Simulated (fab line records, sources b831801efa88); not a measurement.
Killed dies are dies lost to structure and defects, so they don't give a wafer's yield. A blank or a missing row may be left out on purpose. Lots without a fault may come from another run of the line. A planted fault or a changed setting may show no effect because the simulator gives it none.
Which tool did it? | flow sky130 | 11 lots, 33 wafers sampled, at 2 steps of a route of 708

WHAT THE GAUGES READ, wafer by wafer
SKY_CAPM_THK_MEAS_01.
lot  | measured     | on            | CAPM_CVD_00_THK (nm)
L971 | day 36 03:06 | film_metro-03 | 15.40 15.56 15.45
L972 | day 36 08:55 | film_metro-03 | 15.23 15.63 15.79
L973 | day 37 01:31 | film_metro-02 | 15.62 15.84 15.80
L976 | day 37 17:32 | film_metro-01 | 15.76 15.53 15.66
L978 | day 38 20:05 | film_metro-03 | 15.59 15.79 15.56
L983 | day 39 23:46 | film_metro-01 | 15.58 15.76 15.80
L984 | day 40 07:11 | film_metro-03 | 15.68 15.95 15.89
L990 | day 41 22:29 | film_metro-01 | 15.62 15.85 15.80
L991 | day 42 06:31 | film_metro-01 | 15.58 15.51 15.82
L992 | day 42 11:54 | film_metro-03 | 15.71 16.02 15.95
L994 | day 42 20:52 | film_metro-01 | 15.46 15.35 15.61

WHICH TOOL RAN EACH LOT (tool, then ch and the chambers of the sampled wafers, then the start)
lot  | SKY_VIA2_CMP_24
L971 | cmp-01 ch 1,2,3, day 36 02:37
L972 | cmp-02 ch 1,2,3, day 36 08:26
L973 | cmp-02 ch 1,2,3, day 37 01:11
L976 | cmp-02 ch 1,2,3, day 37 17:10
L978 | cmp-01 ch 0,1, day 38 19:37
L983 | cmp-01 ch 1,2, day 39 23:17
L984 | cmp-01 ch 1,3, day 40 06:46
L990 | cmp-01 ch 1,3, day 41 22:02
L991 | cmp-02 ch 1,2,3, day 42 06:02
L992 | cmp-01 ch 0,1,2, day 42 11:32
L994 | cmp-01 ch 1,2,3, day 42 20:23
- SKY_VIA2_CMP_24: polishes, stops on SiO2, t overpolish 20 s, target thk 0 nm.

THE ANSWER, worked out from the rows above alone
Rule: what is usual is taken from the lots themselves. Put in order of their means at a reading, lots are off if they are a third of the lots or fewer, leave a main group of 4 or more, and stand apart from it by a gap of 3 or more times the standard deviation of the main group's means; of several such gaps the widest counts. A main group whose means are all the same, to the digits that the tables above print for the reading, isn't used. A lot without any number at a reading at which 4 lots or more have one is off too. The other lots that the step has rows for count as sound.
No lot is off at any reading shown: from this, nothing can be told.

WHAT THE SIMULATOR HAD PUT IN
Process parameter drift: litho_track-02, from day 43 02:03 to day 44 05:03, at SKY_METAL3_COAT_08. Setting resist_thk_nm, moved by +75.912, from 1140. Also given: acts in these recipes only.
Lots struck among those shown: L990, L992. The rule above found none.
